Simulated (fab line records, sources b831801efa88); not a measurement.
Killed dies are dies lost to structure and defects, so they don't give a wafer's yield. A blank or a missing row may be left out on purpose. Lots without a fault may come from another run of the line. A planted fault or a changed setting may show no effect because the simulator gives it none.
A struck lot beside a sound one | flow sky130 | 17 steps out of a route of 708
Sound: wafers L995.3, L995.4, L995.5. Struck: wafers L992.2, L992.4, L992.6. The cause comes at the end.
At each step with rows: each side's tool, then ch and its chambers, then its first start. Under that, the readings that differ: sound wafers | struck wafers | difference of the means | sigmas: that difference in standard deviations of wafers without a fault.
alike: readings whose means differ by less than 2 such deviations, and words and numbers that are the same on both sides. not compared: withheld readings, readings that some wafer has no value for, bounds like >300 that may hide the same value, and numbers for which the record gives no deviation and whose values overlap.
The two part at a step that has a row with sigmas, a row that says differs or no value, or rows on one side only. Numbers that don't overlap but have no deviation are shown without sigmas and don't part them. A reading that every wafer of one side lacks parts them only if that side has two wafers or more.

SKY_VIA1_CMP_02: polishes SiO2.
  sound on cmp-02 ch 1,2,3, day 39 04:35; struck on cmp-01 ch 0,2,3, day 38 05:37
  alike: edge_zone_pressure_frac, motor_current_A, slurry_filter_dp_kPa
SKY_VIA1_BOW_MEAS_03:
  sound on film_metro-01, day 39 04:56; struck on film_metro-04, day 38 05:56
  alike: VIA1_BOW
then, 8 steps without rows for these wafers: SKY_VIA1_DEHYDRATE_04 (time 60 s); SKY_VIA1_HMDS_05 (prime time 60 s); SKY_VIA1_COAT_06 (resist thk 60 nm); SKY_VIA1_COAT_07 (resist thk 450 nm); SKY_VIA1_SOFTBAKE_08 (time 90 s); SKY_VIA1_EXPOSE_09 (exposes mask VIM, target cd 150 nm); SKY_VIA1_PEB_10; SKY_VIA1_DEVELOP_11 (develop time 60 s).
SKY_VIA1_CD_MEAS_12: target cd 150 nm.
  sound on cd_sem-02, day 40 04:53; struck on cd_sem-02, day 39 06:24
  alike: cd_nm
SKY_VIA1_OVL_MEAS_13:
  sound on overlay-01, day 40 04:59; struck on overlay-01, day 39 06:30
  alike: VIA1_OVL
SKY_VIA1_ETCH_14: etches BARC in N2/H2, stops on SiO2, time 45.9 s, target depth 60 nm.
  sound on rie_diel-01 ch 0,3, day 40 05:00; struck on rie_diel-02 ch 0,3, day 39 06:32
  reading                                     | sound             | struck          | difference | sigmas
  model.KrF-thick_of_VIA1_COAT_07.thk_nm (nm) | 393.6 391.7 392.9 | 363.7 365 365.1 | -28.1      |
  model.VIA1.cd_nm (nm)                       | 146.9 148.9 145.6 | 155.5 155 154.7 | +7.9       |
  alike: bias_w, drypump_motor_current_A, h2_flow_sccm, oes_product_au, throttle_valve_pct
  not compared: rf_hours_counter_h
SKY_VIA1_ETCH_15: etches SiO2 in C4F8/O2/Ar, stops on TiN, target depth 351 nm, time 54 s.
  sound on rie_diel-01 ch 0,3, day 40 05:03; struck on rie_diel-02 ch 0,3, day 39 06:35
  reading                                     | sound             | struck          | difference | sigmas
  model.KrF-thick_of_VIA1_COAT_07.thk_nm (nm) | 323.6 320.1 322.9 | 293.7 295 295.6 | -27.4      |
  alike: bias_w, oes_product_au
  not compared: rf_hours_counter_h
SKY_VIA1_STRIP_16: strips in O2/N2.
  sound on plasma_asher-02 ch 0,1, day 40 05:08; struck on plasma_asher-04 ch 0,1, day 39 06:37
  reading                      | sound             | struck            | difference | sigmas
  oes_product_au (a.u.)        | 0.421 0.414 0.415 | 0.408 0.402 0.403 | -0.012     | -3
  strip_time_to_endpoint_s (s) | 4.459 4.432 4.454 | 4.139 4.156 4.191 | -0.286     | -12
  alike: drypump_motor_current_A
  not compared: rf_hours_counter_h
then, 1 step without rows for these wafers: SKY_VIA1_STRIP_17 (strips in post etch residue remover, time 1200 s).
-- the record jumps here: 10 days lie between the struck wafers' starts before and after (it left off in module VIA1 and takes up again in module PAD_OPEN, whose first step shown is number 708 of the route) --
SKY_PAD_OPEN_PROBE_99:
  sound on prober-01, day 50 07:53; struck on prober-02, day 49 18:19
  reading                       | sound             | struck            | difference | sigmas
  model.etest.via1_chain.rc_ohm | 18.18 17.01 18.39 | 15.08 15.48 15.24 | -2.59      |
  alike: defect_limited_yield, killed_at_M0_to_M3, killed_at_M4_up, killed_at_contacts, killed_at_front_end, killed_at_other, killed_dies, killed_open, killed_short, sort_bin_3_pad_short, sort_bin_5_function, sort_bin_6_memory, sort_n_pass, sort_yield_pct

WHERE THEY PART
Only at SKY_VIA1_STRIP_16, within this record. Later steps at which nothing parts them and some readings are alike: SKY_PAD_OPEN_PROBE_99.

WHY: what the simulator had put in
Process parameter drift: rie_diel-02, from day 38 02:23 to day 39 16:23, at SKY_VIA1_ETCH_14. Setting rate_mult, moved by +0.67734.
